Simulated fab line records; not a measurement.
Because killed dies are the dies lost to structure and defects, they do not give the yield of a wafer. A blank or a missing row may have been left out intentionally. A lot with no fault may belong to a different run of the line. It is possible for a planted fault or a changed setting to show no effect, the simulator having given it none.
What tool caused it? | flow gf180mcu | 11 lots with 33 wafers sampled at 4 steps, on a route of 602 steps

== WHAT THE GAUGES READ, wafer by wafer ==
GF_POLY_GATE_CD_MEAS_18.
lot  | measured     | on        | cd_nm (nm)
L179 | day 9 11:44  | cd_sem-02 | 280.1 280.0 279.4
L180 | day 9 23:25  | cd_sem-02 | 280.8 278.6 276.9
L181 | day 10 03:21 | cd_sem-01 | 280.4 283.8 282.0
L183 | day 10 19:32 | cd_sem-02 | 281.9 283.3 282.2
L184 | day 10 22:11 | cd_sem-02 | 280.6 279.8 281.7
L185 | day 11 11:52 | cd_sem-01 | - - -
L186 | day 11 15:59 | cd_sem-01 | - - -
L195 | day 14 07:20 | cd_sem-02 | 285.2 280.8 281.1
L196 | day 14 15:35 | cd_sem-01 | 283.7 282.2 283.9
L200 | day 15 18:45 | cd_sem-02 | 279.3 281.3 279.9
L201 | day 16 10:07 | cd_sem-01 | 282.2 281.5 281.0

== WHAT TOOL EACH LOT RAN ON (gives the tool, then ch and the chambers of the sampled wafers, and finally the start) ==
lot  | GF_DNWELL_STRIP_08                  | GF_POLY_GATE_ETCH_12               | GF_POLY_GATE_ETCH_13
L179 | plasma_asher-01 ch 0, day 2 23:51   | rie_diel-01 ch 1,2,3, day 9 10:08  | rie_si-01 ch 0,1,2, day 9 10:11
L180 | plasma_asher-04 ch 0,1, day 3 06:38 | rie_diel-01 ch 2,3, day 9 20:42    | rie_si-02 ch 1,2, day 9 20:45
L181 | plasma_asher-01 ch 0,1, day 3 10:36 | rie_diel-04 ch 0,1,3, day 10 01:25 | rie_si-02 ch 0,1,2, day 10 01:28
L183 | plasma_asher-04 ch 0,1, day 3 20:48 | rie_diel-02 ch 0,1,3, day 10 17:05 | rie_si-01 ch 0,1,2, day 10 17:08
L184 | plasma_asher-01 ch 0,1, day 4 02:22 | rie_diel-02 ch 0,1,2, day 10 19:56 | rie_si-02 ch 0,1,2, day 10 19:59
L185 | plasma_asher-02 ch 0,1, day 4 09:21 | rie_diel-04 ch 0,1, day 11 08:13   | rie_si-02 ch 1,2,3, day 11 08:16
L186 | plasma_asher-04 ch 0,1, day 4 12:04 | rie_diel-02 ch 0,1,3, day 11 14:00 | rie_si-02 ch 0,2,3, day 11 14:03
L195 | plasma_asher-04 ch 0,1, day 6 13:05 | rie_diel-02 ch 2,3, day 14 04:53   | rie_si-01 ch 1,2, day 14 04:56
L196 | plasma_asher-04 ch 0,1, day 6 17:22 | rie_diel-04 ch 0,3, day 14 13:13   | rie_si-02 ch 0,1,3, day 14 13:16
L200 | plasma_asher-04 ch 0,1, day 7 15:30 | rie_diel-04 ch 1,2, day 15 17:06   | rie_si-01 ch 1,3, day 15 17:09
L201 | plasma_asher-04 ch 0,1, day 8 02:03 | rie_diel-04 ch 0,1,3, day 16 08:31 | rie_si-01 ch 1,3, day 16 08:34
- GF_DNWELL_STRIP_08: strips in O2/N2.
- GF_POLY_GATE_ETCH_12: etches BARC in N2/H2.
- GF_POLY_GATE_ETCH_13: etches poly-Si in HBr/Cl2, stops on SiO2, target depth 198.5 nm, time 69.6 s.

== THE ANSWER, worked out from the rows above alone ==
Rule: usual is defined by the lots themselves. The widest of any qualifying gaps counts: lots, ordered by their means at a reading, are off when they make up no more than a third of the lots, leave a main group of 4 or more, and stand apart from it by 3 or more times the standard deviation of that group's means. If all means in a main group match to the digits the tables above print for the reading, that group is not used. A lot without any number at a reading at which 4 lots or more have one is off too. The other lots that the step has rows for count as sound.
Off: L185, L186 (GF_POLY_GATE_CD_MEAS_18, cd_nm). Without a number there: L185, L186. Main group: mean 281.2 nm, sd 1.4.
If a tool, at a process step before that reading, ran all the lots that are off and no sound lot after the first of them, it fits. Gauges at GF_POLY_GATE_CD_MEAS_18: tried the same way as those tools. No candidate that was tried fits.

== WHAT HAD BEEN PUT IN BY THE SIMULATOR ==
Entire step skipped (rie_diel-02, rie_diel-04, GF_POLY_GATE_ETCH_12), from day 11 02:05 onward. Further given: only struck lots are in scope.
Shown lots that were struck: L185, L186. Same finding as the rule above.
